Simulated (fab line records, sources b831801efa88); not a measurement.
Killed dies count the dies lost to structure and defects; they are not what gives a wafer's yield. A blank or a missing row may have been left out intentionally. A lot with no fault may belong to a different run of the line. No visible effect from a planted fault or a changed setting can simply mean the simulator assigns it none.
The tool behind it: which one? + flow gf180mcu + 11 lots with 33 wafers sampled at 4 steps, on a route of 602 steps

WHAT THE GAUGES SHOWED, per wafer
GF_V1_RS_MEAS_24: the measuring method here is four-point-probe.
| lot  | measured     | on            | V1_W_RS (ohm/sq)                    |
|------|--------------|---------------|-------------------------------------|
| L808 | day 18 21:43 | film-metro-02 | 0.329 0.328 0.331                   |
| L811 | day 19 15:58 | film-metro-01 | 0.330 0.330 0.329                   |
| L812 | day 20 09:30 | film-metro-02 | 0.321 0.321 0.316                   |
| L814 | day 20 22:36 | film-metro-01 | 0.321 0.321 0.326                   |
| L815 | day 21 04:41 | film-metro-02 | 0.333 0.332 0.329                   |
| L819 | day 22 14:20 | film-metro-02 | 0.203 0.204 0.203 0.203 0.204 0.202 |
| L820 | day 23 05:43 | film-metro-03 | 0.201 0.203 0.203 0.201 0.202 0.202 |
| L821 | day 23 09:51 | film-metro-01 | 0.325 0.330 0.336                   |
| L822 | day 23 18:13 | film-metro-01 | 0.330 0.333 0.328                   |
| L829 | day 26 00:14 | film-metro-02 | 0.329 0.334 0.323                   |
| L830 | day 26 01:07 | film-metro-02 | 0.320 0.330 0.325                   |

GF_V1_THK_MEAS_25: measures by xrf.
| lot  | measured     | on            | V1_W_THK (nm)         |
|------|--------------|---------------|-----------------------|
| L808 | day 18 21:50 | film-metro-02 | 351 350 349           |
| L811 | day 19 16:05 | film-metro-01 | 348 347 351           |
| L812 | day 20 09:37 | film-metro-02 | 362 363 366           |
| L814 | day 20 22:43 | film-metro-01 | 355 353 350           |
| L815 | day 21 04:48 | film-metro-02 | 345 348 348           |
| L819 | day 22 23:43 | film-metro-02 | - 570 - - - -         |
| L820 | day 23 07:13 | film-metro-03 | - 568 566 570 565 562 |
| L821 | day 23 09:58 | film-metro-01 | 352 349 342           |
| L822 | day 23 18:18 | film-metro-01 | 346 343 351           |
| L829 | day 26 00:20 | film-metro-02 | 352 348 358           |
| L830 | day 26 01:14 | film-metro-02 | 362 351 356           |

WHAT TOOL EACH LOT RAN ON (gives the tool, then ch and the chambers of the sampled wafers, and finally the start)
| lot  | GF_V1_SPUTTER_22             | GF_V1_CVD_23                  |
|------|------------------------------|-------------------------------|
| L808 | pvd-sputter-04, day 18 21:34 | cvd-w-02 ch 0,1, day 18 21:36 |
| L811 | pvd-sputter-04, day 19 15:48 | cvd-w-02 ch 0,1, day 19 15:50 |
| L812 | pvd-sputter-01, day 20 09:21 | cvd-w-01 ch 0,1, day 20 09:23 |
| L814 | pvd-sputter-02, day 20 22:27 | cvd-w-01 ch 0,1, day 20 22:29 |
| L815 | pvd-sputter-02, day 21 04:31 | cvd-w-01 ch 0,1, day 21 04:34 |
| L819 | pvd-sputter-02, day 22 14:03 | cvd-w-01 ch 0, day 22 14:07   |
| L820 | pvd-sputter-01, day 23 05:26 | cvd-w-01 ch 0, day 23 05:31   |
| L821 | pvd-sputter-01, day 23 09:41 | cvd-w-02 ch 0,1, day 23 09:43 |
| L822 | pvd-sputter-02, day 23 18:00 | cvd-w-02 ch 0,1, day 23 18:05 |
| L829 | pvd-sputter-02, day 26 00:03 | cvd-w-01 ch 0,1, day 26 00:05 |
| L830 | pvd-sputter-01, day 26 00:57 | cvd-w-01 ch 0,1, day 26 00:59 |
- GF_V1_SPUTTER_22: material TiN, target thk 10 nm, time 40 s.
- GF_V1_CVD_23: deposits W, target thk 350 nm, time 105.05 s.

WHAT THE TOOLS THEMSELVES READ (means of the sampled wafers that have a number; where no wafer has one, the mark that the record gives instead)
GF_V1_SPUTTER_22.
| lot  | tool           | throttle-valve-pct (%) |
|------|----------------|------------------------|
| L808 | pvd-sputter-04 | 31.1                   |
| L811 | pvd-sputter-04 | 29.8                   |
| L812 | pvd-sputter-01 | 30.1                   |
| L814 | pvd-sputter-02 | 30.8                   |
| L815 | pvd-sputter-02 | 30.3                   |
| L819 | pvd-sputter-02 | 30.6                   |
| L820 | pvd-sputter-01 | 29.9                   |
| L821 | pvd-sputter-01 | 30.1                   |
| L822 | pvd-sputter-02 | 30.3                   |
| L829 | pvd-sputter-02 | 30.7                   |
| L830 | pvd-sputter-01 | 30.1                   |

GF_V1_CVD_23.
| lot  | tool     | heater-power-w (W) |
|------|----------|--------------------|
| L808 | cvd-w-02 | 963                |
| L811 | cvd-w-02 | 955                |
| L812 | cvd-w-01 | 881                |
| L814 | cvd-w-01 | 869                |
| L815 | cvd-w-01 | 823                |
| L819 | cvd-w-01 | 776                |
| L820 | cvd-w-01 | 772                |
| L821 | cvd-w-02 | 955                |
| L822 | cvd-w-02 | 942                |
| L829 | cvd-w-01 | 877                |
| L830 | cvd-w-01 | 814                |

THE ANSWER, worked out from the rows above alone
Rule: usual is defined by the lots themselves. The widest of any qualifying gaps counts: lots, ordered by their means at a reading, are off when they make up no more than a third of the lots, leave a main group of 4 or more, and stand apart from it by 3 or more times the standard deviation of that group's means. A main group whose means are all the same, to the digits that the tables above print for the reading, isn't used. Also off: a lot with no number at a reading for which 4 or more lots have one. All remaining lots with rows at the step are treated as sound. First the gauges in route order, then the tools' own readings, where a lot's mean is used as printed above. At the first step where some lot is off, the reading lying furthest off is the one used; lots without a number count as furthest.
Off: L819, L820, seen at GF_V1_RS_MEAS_24 (V1_W_RS). The main group: mean 0.327 ohm/sq, standard deviation 0.0039.
If a tool, at a process step before that reading, ran all the lots that are off and no sound lot after the first of them, it fits. Those tools and the gauges at GF_V1_RS_MEAS_24 are tried in the same way. Not one of the candidates tried fits.

WHAT THE SIMULATOR PUT IN
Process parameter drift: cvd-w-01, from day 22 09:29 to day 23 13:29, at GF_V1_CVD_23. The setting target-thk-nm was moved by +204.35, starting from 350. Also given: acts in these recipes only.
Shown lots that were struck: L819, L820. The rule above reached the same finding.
